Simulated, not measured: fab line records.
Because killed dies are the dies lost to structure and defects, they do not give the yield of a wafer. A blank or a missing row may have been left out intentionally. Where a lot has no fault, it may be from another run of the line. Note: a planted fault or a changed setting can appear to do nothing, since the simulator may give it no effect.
Matching of chambers | flow gf180mcu | 4 sister chambers for GF_V3_ETCH_16 on rie diel-02
The step etches BARC in N2/H2. 4 wafers are shown with their chamber, then 12 later ones without.

== WAFERS WITH THEIR CHAMBER ==
wafer  | chamber | drypump motor current A (A)
L090.6 | 0       | 6.2
L091.1 | 2       | 5.9
L091.3 | 1       | 6.2
L091.4 | 3       | 5.4

== WAFERS WHOSE CHAMBER IS MISSING ==
wafer  | drypump motor current A (A)
L093.1 | 5.9
L093.5 | 5.4
L093.6 | 6.2
L095.1 | 5.5
L095.3 | 6.2
L095.4 | 5.9
L096.1 | 6.2
L096.4 | 5.9
L096.6 | 6.2
L097.3 | 6.2
L097.4 | 6.2
L097.5 | 5.4

== CHAMBER TAKEN BY EACH ==
wafer  | from the rows above     | in truth
L093.1 | 2                       | 2
L093.5 | 3                       | 3
L093.6 | can't be placed: 0 or 1 | 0
L095.1 | 3                       | 3
L095.3 | can't be placed: 0 or 1 | 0
L095.4 | 2                       | 2
L096.1 | can't be placed: 0 or 1 | 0
L096.4 | 2                       | 2
L096.6 | can't be placed: 0 or 1 | 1
L097.3 | can't be placed: 0 or 1 | 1
L097.4 | can't be placed: 0 or 1 | 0
L097.5 | 3                       | 3
Correctly placed: 6 of 12. Cannot be placed on the basis of these rows: 6; the candidates contain the true chamber in 6. 0 placed wrongly.
How it was worked out, from the rows above alone: a wafer's distance from a chamber is the root of the sum, over the readings, of the square of ((its reading less the chamber's mean) divided by the reading's scatter). If the next closest chamber is less than 2 further off than the closest, the wafer can't be placed; otherwise it belongs to the closest. A chamber's mean is the mean of its shown wafers. The scatter: with one shown wafer a chamber, the root of the mean of the squares of how far each hidden wafer lies from its nearest shown one.
